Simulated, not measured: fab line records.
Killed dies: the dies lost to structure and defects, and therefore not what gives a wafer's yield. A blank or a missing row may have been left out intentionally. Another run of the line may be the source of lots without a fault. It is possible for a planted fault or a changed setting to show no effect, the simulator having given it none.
A struck lot beside a sound one | flow sky130 | 22 out of 708 route steps
Sound: wafers L125.1, L125.5, L125.6. Struck: wafers L131.3, L131.5, L131.6. Last of all comes the cause.
Order at every step that has rows: each side's tool, ch and its chambers, its first start. Under that, the readings that differ: sound wafers | struck wafers | difference of the means | sigmas: that difference in standard deviations of wafers without a fault.
alike: a reading whose means differ by less than 2 such deviations, as well as words and numbers matching on both sides. not compared: withheld readings; readings where some wafer has no value; bounds like >300 that might hide an equal value; numbers whose values overlap and for which the record gives no deviation.
The two part at a step that has a row with sigmas, a row that says differs or no value, or rows on one side only. Numbers that don't overlap but have no deviation are shown without sigmas and don't part them. A reading that every wafer of one side lacks parts them only if that side has two wafers or more.

first, 8 steps without rows for these wafers: SKY_DNWELL_DEHYDRATE_00 (time 60 s); SKY_DNWELL_HMDS_01 (prime time 60 s); SKY_DNWELL_COAT_02 (resist thk 3000 nm); SKY_DNWELL_SOFTBAKE_03; SKY_DNWELL_EXPOSE_04 (exposes mask DNM, target cd 3000 nm); SKY_DNWELL_PEB_05; SKY_DNWELL_DEVELOP_06 (develop time 60 s); SKY_DNWELL_IMPLANT_07.
SKY_DNWELL_STRIP_08: strips in O2/N2.
  sound on plasma asher-01 ch 0,1, day 3 05:44; struck on plasma asher-02 ch 0,1, day 4 12:56
  alike: drypump motor current A, oes product au, strip time to endpoint s
  not compared: rf hours counter h
SKY_DNWELL_TW_MEAS_09:
  sound on film metro-04 at day 3 05:50; struck on film metro-04 at day 4 13:01
  alike: DNWELL_TW
then, 2 steps without rows for these wafers: SKY_PWDE_DEHYDRATE_00 (time 60 s); SKY_PWDE_HMDS_01 (prime time 60 s).
SKY_PWDE_COAT_02: resist thk 3000 nm.
  sound on litho track-03 ch 0, day 3 13:11; struck on litho track-03 ch 0, day 4 21:29
  reading                                | sound          | struck         | difference | sigmas
  model.coat_of_PWDE_COAT_02.thk nm (nm) | 3001 3002 3004 | 3085 3082 3093 | +84        |
then, 3 steps without rows for these wafers: SKY_PWDE_SOFTBAKE_03; SKY_PWDE_EXPOSE_04 (exposes mask PWDEM, target cd 840 nm); SKY_PWDE_PEB_05.
SKY_PWDE_DEVELOP_06: develop time 60 s.
  sound on litho track-04 ch 0; struck on litho track-02 ch 0
  reading                                | sound          | struck         | difference | sigmas
  model.coat_of_PWDE_COAT_02.thk nm (nm) | 2997 2998 2999 | 3080 3078 3089 | +84        |
SKY_PWDE_OVL_MEAS_07:
  sound on overlay-02 at day 3 22:07; struck on overlay-02 at day 5 05:38
  alike: PWDE_OVL
next, for these wafers, 1 step has no rows: SKY_PWDE_IMPLANT_08.
SKY_PWDE_STRIP_09: strips in O2/N2.
  sound on plasma asher-01 ch 0,1, day 3 22:18; struck on plasma asher-04 ch 0,1, day 5 05:51
  reading                      | sound             | struck            | difference | sigmas
  strip time to endpoint s (s) | 36.92 36.92 36.95 | 37.87 37.84 37.98 | +0.97      | +10
  alike: drypump motor current A, oes product au
  not compared: rf hours counter h
SKY_PWDE_TW_MEAS_10:
  sound on film metro-02 at day 3 22:24; struck on film metro-02 at day 5 05:56
  alike: PWDE_TW
-- the record jumps here: 42 days lie between the struck wafers' starts before and after (it left off in module PWDE and takes up again in module PAD_OPEN, whose first step shown is number 708 of the route) --
SKY_PAD_OPEN_PROBE_99:
  sound on prober-01 at day 45 13:47; struck on prober-02 at day 47 13:29
  reading                                   | sound             | struck            | difference | sigmas
  model.etest.res_p_drift_20v.width nm (nm) | 843.5 843.8 839.2 | 831.6 832.8 827.5 | -11.5      |
  alike: killed_at_M0_to_M3, killed_at_M4_up, killed at contacts, killed at front end, killed at other, killed dies, killed open, killed short

== WHERE THEY PART ==
SKY_PWDE_STRIP_09 only, going by this record. Later steps at which nothing parts them and some readings are alike: SKY_PWDE_TW_MEAS_10, SKY_PAD_OPEN_PROBE_99.

WHY: the cause the simulator had injected
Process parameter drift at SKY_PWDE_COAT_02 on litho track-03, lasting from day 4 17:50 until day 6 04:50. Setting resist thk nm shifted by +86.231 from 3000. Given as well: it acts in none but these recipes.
